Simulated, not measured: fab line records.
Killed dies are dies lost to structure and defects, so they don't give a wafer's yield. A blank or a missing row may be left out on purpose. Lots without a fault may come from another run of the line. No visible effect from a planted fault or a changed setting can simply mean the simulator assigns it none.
Chamber matching | flow gf180mcu | GF_V3_CMP_04 on cmp-01: 4 sister chambers
The step polishes SiO2. 15 wafers are shown with their chamber, then 7 later ones without.

## WAFERS PAIRED WITH THEIR CHAMBERS
wafer  | chamber | motor_current_A (A) | time_to_endpoint_s (s)
L282.3 | 3       | 15.0                | 68
L282.4 | 2       | 11.1                | 88
L282.5 | 2       | 12.1                | 87
L284.2 | 2       | 11.6                | 81
L284.4 | 1       | 10.4                | 85
L284.6 | 3       | 14.0                | 82
L288.3 | 1       | 10.2                | 86
L288.5 | 1       | 10.1                | 81
L288.6 | 0       | 10.2                | 93
L289.2 | 1       | 9.4                 | 77
L289.3 | 3       | 13.8                | 73
L289.6 | 1       | 9.8                 | 94
L290.3 | 3       | 14.2                | 72
L290.4 | 0       | 10.0                | 81
L290.6 | 3       | 13.9                | 85

SIGNATURES (averages over the wafers above)
reading            | chamber 0 | chamber 1 | chamber 2 | chamber 3 | scatter within a chamber
motor_current_A    | 10.100    | 9.980     | 11.600    | 14.180    | 0.432
time_to_endpoint_s | 87.00     | 84.60     | 85.33     | 76.00     | 6.52
Rule: for each reading, subtract the chamber's mean from the wafer's reading, divide by that reading's scatter and square the result; add these up over the readings and take the root, which gives the wafer's distance from the chamber. The wafer belongs to the nearest chamber; if the next one is less than 2 further off, it can't be placed. The scatter is the square root of a quotient: the sum, over the shown wafers, of each reading's squared deviation from its chamber's mean, divided by wafers minus chambers.

## WAFERS WHOSE CHAMBER IS MISSING
wafer  | motor_current_A (A) | time_to_endpoint_s (s)
L295.2 | 9.6                 | 79
L295.3 | 9.9                 | 73
L296.4 | 10.2                | 87
L296.6 | 10.3                | 79
L305.1 | 14.4                | 74
L305.2 | 12.1                | 76
L305.3 | 10.4                | 79

## EACH ONE'S CHAMBER
wafer  | from the rows above          | in truth
L295.2 | can't be placed: 1 or 0      | 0
L295.3 | can't be placed: 1 or 0      | 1
L296.4 | can't be placed: 0 or 1      | 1
L296.6 | can't be placed: 1 or 0      | 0
L305.1 | 3                            | 3
L305.2 | 2                            | 2
L305.3 | can't be placed: 1 or 0 or 2 | 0
Placed correctly: 2 of 7. Can't be placed from these rows: 5 (the true chamber is among the candidates in 5). Number placed wrongly: 0.
